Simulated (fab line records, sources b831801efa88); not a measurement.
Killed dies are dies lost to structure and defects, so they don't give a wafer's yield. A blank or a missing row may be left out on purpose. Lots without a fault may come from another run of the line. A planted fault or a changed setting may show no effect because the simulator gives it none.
Which tool did it? | flow gf180mcu | 6 lots, 18 wafers sampled, at 3 steps of a route of 602

WHAT THE GAUGES READ, wafer by wafer
GF_SALICIDE_RS_MEAS_04: measures by four-point-probe.
lot  | measured     | on            | SALICIDE_TIN_RS (ohm/sq)
L774 | day 15 12:20 | film_metro-02 | 16.1 16.2 16.0
L777 | day 16 16:27 | film_metro-04 | 16.7 16.7 16.2
L784 | day 19 00:40 | film_metro-04 | 16.1 16.0 16.0
L788 | day 20 13:13 | film_metro-02 | 17.0 16.6 16.8
L791 | day 21 14:26 | film_metro-03 | 16.3 16.1 16.3
L795 | day 22 22:06 | film_metro-02 | 16.5 16.4 16.2

WHICH TOOL RAN EACH LOT (tool, then ch and the chambers of the sampled wafers, then the start)
lot  | GF_POLY_GATE_ETCH_12               | GF_HV_LDD_IMPLANT_21
L774 | rie_diel-04 ch 0,1, day 9 13:16    | implanter-01 ch 0, day 11 03:59
L777 | rie_diel-04 ch 0,1,2, day 10 09:34 | implanter-01 ch 0, day 12 02:16
L784 | rie_diel-02 ch 0,1,2, day 12 08:19 | implanter-04 ch 0, day 14 03:16
L788 | rie_diel-03 ch 0,1,3, day 13 14:04 | implanter-02 ch 0, day 15 10:37
L791 | rie_diel-03 ch 1,2,3, day 14 12:07 | implanter-02 ch 0, day 16 10:04
L795 | rie_diel-04 ch 2,3, day 15 17:25   | implanter-04 ch 0, day 17 17:29
- GF_POLY_GATE_ETCH_12: etches BARC in N2/H2.
- GF_HV_LDD_IMPLANT_21

THE ANSWER, worked out from the rows above alone
Rule: what is usual is taken from the lots themselves. Put in order of their means at a reading, lots are off if they are a third of the lots or fewer, leave a main group of 4 or more, and stand apart from it by a gap of 3 or more times the standard deviation of the main group's means; of several such gaps the widest counts. A main group whose means are all the same, to the digits that the tables above print for the reading, isn't used. A lot without any number at a reading at which 4 lots or more have one is off too. The other lots that the step has rows for count as sound.
No lot is off at any reading shown: from this, nothing can be told.

WHAT THE SIMULATOR HAD PUT IN
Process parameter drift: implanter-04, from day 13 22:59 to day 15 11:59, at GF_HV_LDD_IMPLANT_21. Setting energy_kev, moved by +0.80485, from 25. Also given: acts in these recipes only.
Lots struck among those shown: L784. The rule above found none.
